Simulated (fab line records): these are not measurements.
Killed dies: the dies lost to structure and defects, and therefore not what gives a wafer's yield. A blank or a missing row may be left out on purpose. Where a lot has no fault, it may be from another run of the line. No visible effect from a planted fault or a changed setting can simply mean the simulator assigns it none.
Comparing a struck lot with a sound one / flow sfq-line / 15 out of 325 route steps
Sound: the wafers L683.2, L683.5, L683.6. Struck: wafer L687.6. (L687.1 of the same lot was not struck and is left out.) The cause comes at the end.
Each step with rows lists, per side, the tool, then ch with its chambers, then its first start. Under that, the readings that differ: sound wafers / struck wafers / difference of the means / sigmas: that difference in standard deviations of wafers without a fault.
alike: words and numbers the same on both sides, and readings whose means are apart by under 2 such deviations; not compared: readings that were withheld, readings missing a value for some wafer, numbers with overlapping values and no deviation given by the record, and bounds like >300 which may hide the same value.
A row with sigmas, a row that says differs or no value, or rows on one side alone: a step with any of these is where the two part. When numbers do not overlap yet have no deviation, they are printed without sigmas and do not part them. A reading that every wafer of one side lacks parts them only if that side has two wafers or more.

first, 1 step without rows for these wafers: SFQ_TRILAYER_M0_STRIP_SOLV_CLEAN_026 (cleans in NMP, time 600 s).
SFQ_TRILAYER_I0_DEP_PECVD_027: deposits SiO2 from SiH4/N2O, time 111.11 s, target thk 500 nm.
  sound on pecvd-01 ch 0,1,2, day 14 06:31; struck on pecvd-02 ch 0, day 15 09:50
  alike: heater-power-w, throttle-valve-pct
SFQ_TRILAYER_I0_CMP_CMP_028: polishes SiO2.
  sound on cmp-02 ch 0,2,3, day 14 08:05; struck on cmp-01 ch 0, day 15 11:25
reading=motor-current-A (A); sound=10.5 9.0 9.1; struck=11.4; difference=+1.9; sigmas=+4
reading=slurry-flow-ml-min; sound=150.5 151.1 148.8; struck=148.9; difference=-1.2; sigmas=-2
  alike: time-to-endpoint-s
SFQ_I0_BOW_MEAS_907:
  sound: film-metro-01 at day 14 09:37; struck: film-metro-02 at day 15 12:55
reading=I0_BOW (um); sound=1 -4 2; struck=15; difference=+15; sigmas=+2
SFQ_TRILAYER_I0_METRO_MEASURE_029:
  sound: film-metro-01 at day 14 09:55; struck: film-metro-02 at day 15 14:02
reading=thk-nm (nm); sound=200.8 202.1 201.5; struck=198.2; difference=-3.3; sigmas=-3
then, 6 steps without rows for these wafers: SFQ_TRILAYER_I0_VIA_LITHO_COAT_036 (resist thk 62 nm); SFQ_TRILAYER_I0_VIA_LITHO_COAT_031 (resist thk 650 nm); SFQ_TRILAYER_I0_VIA_LITHO_SOFTBAKE_035; SFQ_TRILAYER_I0_VIA_LITHO_EXPOSE_032 (exposes mask I0, target cd 500 nm); SFQ_TRILAYER_I0_VIA_LITHO_PEB_034 (peb time 60 s); SFQ_TRILAYER_I0_VIA_LITHO_DEVELOP_033 (time 60 s).
-- the record jumps here: 6 days lie between the struck wafers' starts before and after --
SFQ_I0_OVL_MEAS_908:
  sound: overlay-01 at day 19 21:47; struck: overlay-01 at day 21 12:17
  alike: I0_OVL
SFQ_TRILAYER_I0_VIA_BARC_OPEN_VIA_ETCH_046: etches BARC in O2, target depth 125 nm, time 41.7 s.
  sound on rie-diel-02 ch 0,2,3, day 19 21:49; struck on rie-diel-02 ch 2, day 21 12:20
reading=oes-product-au (a.u.); sound=0.689 0.689 0.680; struck=0.716; difference=+0.030; sigmas=+7
reading=run-length-s (s); sound=70.5 70.0 70.1; struck=66.7; difference=-3.5; sigmas=-7
reading=model.KrF_of_TRILAYER_I0_VIA_LITHO_COAT_031.thk-nm (nm); sound=572.6 572.2 573.6; struck=578.4; difference=+5.6; sigmas=
  alike: drypump-motor-current-A
  not compared: rf-hours-counter-h
SFQ_TRILAYER_I0_VIA_ETCH_VIA_ETCH_034: etches SiO2 in CHF3, stops on Nb, target depth 260 nm.
  sound on rie-diel-02 ch 0,2,3, day 19 21:52; struck on rie-diel-02 ch 2, day 21 12:22
reading=model.KrF_of_TRILAYER_I0_VIA_LITHO_COAT_031.thk-nm (nm); sound=527.1 527.3 529; struck=534.2; difference=+6.4; sigmas=
  alike: drypump-motor-current-A, oes-product-au
SFQ_TRILAYER_I0_VIA_STRIP_STRIP_035: strips in O2.
  sound on rie-metal-01 ch 0, day 19 22:11; struck on rie-metal-02 ch 1, day 21 12:29
  alike: drypump-motor-current-A, oes-product-au
  not compared: rf-hours-counter-h

== WHERE THEY PART ==
Earliest at SFQ_TRILAYER_I0_CMP_CMP_028; latest, in this record, at SFQ_TRILAYER_I0_VIA_BARC_OPEN_VIA_ETCH_046. Later steps at which nothing parts them and some readings are alike: SFQ_TRILAYER_I0_VIA_ETCH_VIA_ETCH_034, SFQ_TRILAYER_I0_VIA_STRIP_STRIP_035.

WHY: what the simulator had put in
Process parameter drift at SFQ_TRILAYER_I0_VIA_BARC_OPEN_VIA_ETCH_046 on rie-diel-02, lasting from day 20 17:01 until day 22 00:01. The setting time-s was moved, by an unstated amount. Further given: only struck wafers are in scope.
